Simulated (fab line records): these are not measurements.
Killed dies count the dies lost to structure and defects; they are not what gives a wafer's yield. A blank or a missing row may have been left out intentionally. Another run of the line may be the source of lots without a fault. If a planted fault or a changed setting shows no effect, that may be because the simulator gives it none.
Split-lot trial	flow gf180mcu	route with 602 steps; 5 lots, 23 wafers read

== SPLIT DETAILS ==
At GF_V4_SPUTTER_22 (material TiN, target thk 10 nm, time 40 s), the setting time-s was moved away from the recipe's 40 s on 12 of the 23 wafers read, by -6.7% to +7.3%. This setting was run at the recipe's value on the other wafers.

Reading taken at the split's own step.

== THE READING ==
TiN_of_V4_SPUTTER_22.thk-nm (the simulator's own value, which no gauge read), in nm, at GF_V4_SPUTTER_22 (material TiN, target thk 10 nm, time 40 s). The file gives no usual value for it. Across the 11 wafers here that went through the recipe, the average is 10.027 nm and the standard deviation 0.13 nm.

wafer	tool, chamber at the split	time-s as run, s	against the recipe	TiN_of_V4_SPUTTER_22.thk-nm, nm	against lot-mates on the recipe
L075.2	pvd-sputter-01, -	40	recipe	10.18	-
L075.3	pvd-sputter-01, -	42.74	+6.9%	10.85	+0.745
L075.4	pvd-sputter-01, -	40	recipe	10.03	-
L075.5	pvd-sputter-01, -	42.74	+6.9%	10.67	+0.565
L075.6	pvd-sputter-01, -	42.74	+6.9%	10.72	+0.615
L078.1	pvd-sputter-03, -	42.92	+7.3%	10.71	+0.743
L078.3	pvd-sputter-03, -	42.92	+7.3%	10.71	+0.743
L078.2	pvd-sputter-03, -	40	recipe	9.915	-
L078.5	pvd-sputter-03, -	42.92	+7.3%	10.61	+0.643
L078.6	pvd-sputter-03, -	40	recipe	10.02	-
L079.1	pvd-sputter-02, -	42.34	+5.8%	10.63	+0.722
L079.2	pvd-sputter-02, -	42.34	+5.8%	10.72	+0.812
L079.3	pvd-sputter-02, -	40	recipe	9.776	-
L079.5	pvd-sputter-02, -	42.34	+5.8%	10.51	+0.602
L079.6	pvd-sputter-02, -	40	recipe	10.04	-
L080.2	pvd-sputter-03, -	40	recipe	9.931	-
L080.5	pvd-sputter-03, -	40	recipe	10.08	-
L080.6	pvd-sputter-03, -	40	recipe	9.919	-
L083.1	pvd-sputter-02, -	37.31	-6.7%	9.437	-0.768
L083.2	pvd-sputter-02, -	37.31	-6.7%	9.33	-0.875
L083.3	pvd-sputter-02, -	40	recipe	10.13	-
L083.4	pvd-sputter-02, -	37.31	-6.7%	9.559	-0.646
L083.5	pvd-sputter-02, -	40	recipe	10.28	-

THE FIT
A straight line over all 23 wafers: TiN_of_V4_SPUTTER_22.thk-nm changes by +0.0938 nm for each +1% of time-s; r = +0.97; the points scatter about the line by 0.12 nm.
The same after taking each lot's own level away (the mean of its wafers on the recipe; 23 wafers): +0.106 nm for each +1%; r = +0.98; scatter 0.1 nm.
On that fit, the largest move of time-s shifts the reading by 0.77 nm.
The lots' own levels span 9.9080 to 10.2050 nm, that is 2.2 times the standard deviation above.
Thus the slope moves with the lot-to-lot level: the two fits are different.
Check: for one of the wafers moved furthest among these (+7.3%), held out of the fit, the line's prediction against its lot-mates is +0.762 nm. Against them it came out at +0.743 nm.

== OTHER SPLITS ON THESE WAFERS ==
Before the reading, these wafers also passed through other splits. Each is held against what the fit with the lots' levels taken away leaves over:
other split on the same wafers	wafers away from the commonest value	r with TiN_of_V4_SPUTTER_22.thk-nm (lot level and that fit taken away)
GF_M3_SPUTTER_02 chamber-pressure-pa	18	+0.08
GF_V3_CVD_00 sih4-flow-sccm	9	-0.09
GF_V3_SPUTTER_22 time-s	4	+0.39
GF_V4_COAT_09 resist-thk-nm	6	-0.10
GF_V4_PEB_12 peb-time-s	12	+0.24

== THE FILE'S OWN FIT ==
TiN_of_V4_SPUTTER_22.thk-nm changes by +0.105 nm for each +1% of time-s, r = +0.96.
